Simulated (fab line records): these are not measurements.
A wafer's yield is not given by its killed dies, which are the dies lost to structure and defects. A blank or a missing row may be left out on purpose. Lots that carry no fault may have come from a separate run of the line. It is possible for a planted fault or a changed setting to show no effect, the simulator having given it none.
A struck lot beside a sound one :: flow sky130 :: 16 steps out of a route of 708
Sound: the wafers L993.1, L993.4, L993.5. Wafers L998.3, L998.5, L998.6 were the ones struck. The cause is given at the end.
Order at every step that has rows: each side's tool, ch and its chambers, its first start. Under that, the readings that differ: sound wafers :: struck wafers :: difference of the means :: sigmas: that difference in standard deviations of wafers without a fault.
alike: same words and numbers on both sides, and readings whose means sit less than 2 such deviations apart. not compared: any withheld reading, any reading some wafer has no value for, any bound like >300 that may hide the same value, and any number with overlapping values for which the record gives no deviation.
The two part at a step that has a row with sigmas, a row that says differs or no value, or rows on one side only. Non-overlapping numbers with no deviation appear without sigmas and do not part them. Lack of a reading on every wafer of one side parts them only where that side has two or more wafers.

SKY_METAL5_SPUTTER_03: material Ti, target thk 5 nm, time 3.3 s.
  sound on pvdSputter-03 at day 46 00:31; struck on pvdSputter-04 at day 47 06:08
  alike: throttleValvePct
SKY_METAL5_SPUTTER_04: material TiN, target thk 70 nm, time 58.3 s.
  sound on pvdSputter-03 at day 46 00:32; struck on pvdSputter-04 at day 47 06:09
  alike: throttleValvePct
SKY_METAL5_RS_MEAS_05: the measuring method here is four-point-probe.
  sound on filmMetro-01 at day 46 00:35; struck on filmMetro-03 at day 47 06:14
  alike: METAL5_ALCU_RS
SKY_METAL5_THK_MEAS_06: measures by xrf.
  sound on filmMetro-01 at day 46 00:43; struck on filmMetro-03 at day 47 06:20
  alike: METAL5_ALCU_THK
then, 7 steps without rows for these wafers: SKY_METAL5_DEHYDRATE_07 (time 60 s); SKY_METAL5_HMDS_08 (prime time 60 s); SKY_METAL5_COAT_09 (resist thk 1800 nm); SKY_METAL5_SOFTBAKE_10 (time 60 s); SKY_METAL5_EXPOSE_11 (exposes mask MM5, target cd 1600 nm); SKY_METAL5_PEB_12; SKY_METAL5_DEVELOP_13 (develop time 60 s).
SKY_METAL5_DESCUM_14: chemistry O2, time 11 s.
  sound on rieMetal-02 ch 0,1, day 46 21:19; struck on rieMetal-02 ch 0,1, day 48 02:04
  alike: drypumpMotorCurrentA, oesProductAu
  not compared: rfHoursCounterH
SKY_METAL5_METAL_ETCH_15: etches the open film in Cl2/BCl3, stops on SiO2, target depth 1260 nm, time 252 s.
  sound on rieMetal-02 ch 0,1, day 46 21:21; struck on rieMetal-02 ch 0,1, day 48 02:10
  no value came back on the struck wafers for any of 6 readings (bcl3FlowSccm (sccm), biasW (W) and others); on the sound wafers bcl3FlowSccm (sccm) reads 30.05 30.17 30.02
reading: model.NOVOLAK_of_METAL5_COAT_09.thkNm (nm)
sound: 1057 1042 1046
struck: 1783 1782 1783
difference: +734
sigmas: 

reading: model.SiO2_of_VIA4_HDPCVD_00.thkNm (nm)
sound: 551 550.7 548.8
struck: 573.9 576.1 574
difference: +24.5
sigmas: 
  not compared: rfHoursCounterH
SKY_METAL5_STRIP_16: strips in O2/N2.
  sound on plasmaAsher-02 ch 0, day 46 21:35; struck on plasmaAsher-02 ch 0,1, day 48 02:21
reading: stripTimeToEndpointS (s)
sound: 13.30 13.15 13.20
struck: 21.44 21.43 21.44
difference: +8.22
sigmas: +55
  alike: drypumpMotorCurrentA, oesProductAu
  not compared: rfHoursCounterH
then, 1 step without rows for these wafers: SKY_METAL5_STRIP_17 (strips in post etch residue remover, time 1200 s).
SKY_PAD_OPEN_PROBE_99:
  only the struck wafers here have rows in the record (prober-02, day 49 17:49); the sound ones have none

WHERE THEY PART
Last at SKY_PAD_OPEN_PROBE_99 as far as this record goes, first at SKY_METAL5_METAL_ETCH_15.

WHY: what the simulator had put in
Whole step skipped at SKY_METAL5_METAL_ETCH_15 on rieMetal-02, starting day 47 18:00. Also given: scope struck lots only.
